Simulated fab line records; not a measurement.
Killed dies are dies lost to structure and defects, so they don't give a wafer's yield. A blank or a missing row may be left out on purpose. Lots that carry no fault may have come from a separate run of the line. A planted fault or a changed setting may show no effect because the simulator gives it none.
2 desks looking at one fault :: flow sky130 :: each desk holds nothing but its own numbers, with what lay behind them at the end

## AT THE METROLOGY DESK
Lot by lot, what the gauges showed, no matter which tool ran the lot: averages of those sampled wafers that carry a number. A lot is out of limits, marked OUT, if its mean lies more than 4 standard deviations from the usual mean; the brackets give that distance.
Columns: A = FIELD_ISO_CVD_24_THK at SKY_FIELD_ISO_THK_MEAS_25, usual 595 nm; B = SONOS_TUNNEL_OVL at SKY_SONOS_TUNNEL_OVL_MEAS_08, usual 0.0 nm; C = POLY_GATE_TW at SKY_RES_PROTECT_TW_MEAS_08, usual 4080
lot: L375
first seen here: day 2 06:21
A: 605
B: -1.8
C: 4163

lot: L377
first seen here: day 2 22:45
A: 595
B: 0.9
C: 4046

lot: L378
first seen here: day 3 06:23
A: 592
B: 0.8
C: 4173

lot: L379
first seen here: day 3 06:23
A: 587
B: 2.2
C: 4067

lot: L381
first seen here: day 3 21:41
A: 597
B: -0.4
C: 4022

lot: L382
first seen here: day 4 04:53
A: 599
B: 1.1
C: 4091

lot: L389
first seen here: day 5 09:59
A: 596
B: -1.7
C: 31 (-81) OUT

lot: L390
first seen here: day 5 15:25
A: 593
B: -2.5
C: 30 (-81) OUT

lot: L391
first seen here: day 5 18:41
A: 598
B: -0.8
C: 4128

lot: L395
first seen here: day 6 17:36
A: 591
B: 0.8
C: 4117

lot: L397
first seen here: day 7 01:29
A: 597
B: 0.3
C: 4119

lot: L398
first seen here: day 7 09:44
A: 590
B: -0.5
C: 4056
This desk's finding: out of limits on L389, L390; first on L389, day 20 22:44 (POLY_GATE_TW at SKY_RES_PROTECT_TW_MEAS_08). In limits: L375, L377, L378, L379, L381, L382, L391, L395, L397, L398.

## THE TOOL OWNER'S DESK: litho_track-01
The tool's own readings at SKY_RES_PROTECT_DEVELOP_06 (develop time 60 s): means of the sampled wafers that have a number, for each lot that ran on this tool. A lot is out of limits, marked OUT, if its mean lies more than 4 standard deviations from the usual mean; the brackets give that distance.
Columns: A = exhaust_pa at SKY_RES_PROTECT_DEVELOP_06, usual 45.0 Pa; B = resist_line_temp_C at SKY_RES_PROTECT_DEVELOP_06, usual 23.00 C
lot: L377
first seen here: day 16 09:26
A: 45.0
B: 22.96

lot: L382
first seen here: day 18 10:23
A: 44.7
B: 23.05

lot: L389
first seen here: day 20 22:20
A: 43.5
B: 23.03

lot: L390
first seen here: day 20 23:17
A: 43.4
B: 23.03
This desk's finding: nothing out of limits on any of the 4 lots.

## TAKEN TOGETHER
L389, L390 would have let the metrology desk raise an alarm at day 20 22:44.
The tool owner's desk saw nothing out of limits.
The tool owner's desk has L389, L390 on record, within its limits.
The lots listed all ran SKY_RES_PROTECT_DEVELOP_06 on litho_track-01.

## WHAT THE SIMULATOR PUT IN
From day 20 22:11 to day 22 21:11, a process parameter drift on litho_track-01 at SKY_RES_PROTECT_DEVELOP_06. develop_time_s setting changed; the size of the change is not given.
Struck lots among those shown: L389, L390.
Hours from the fault's start to each desk's first reading out of limits: the metrology desk, 1.
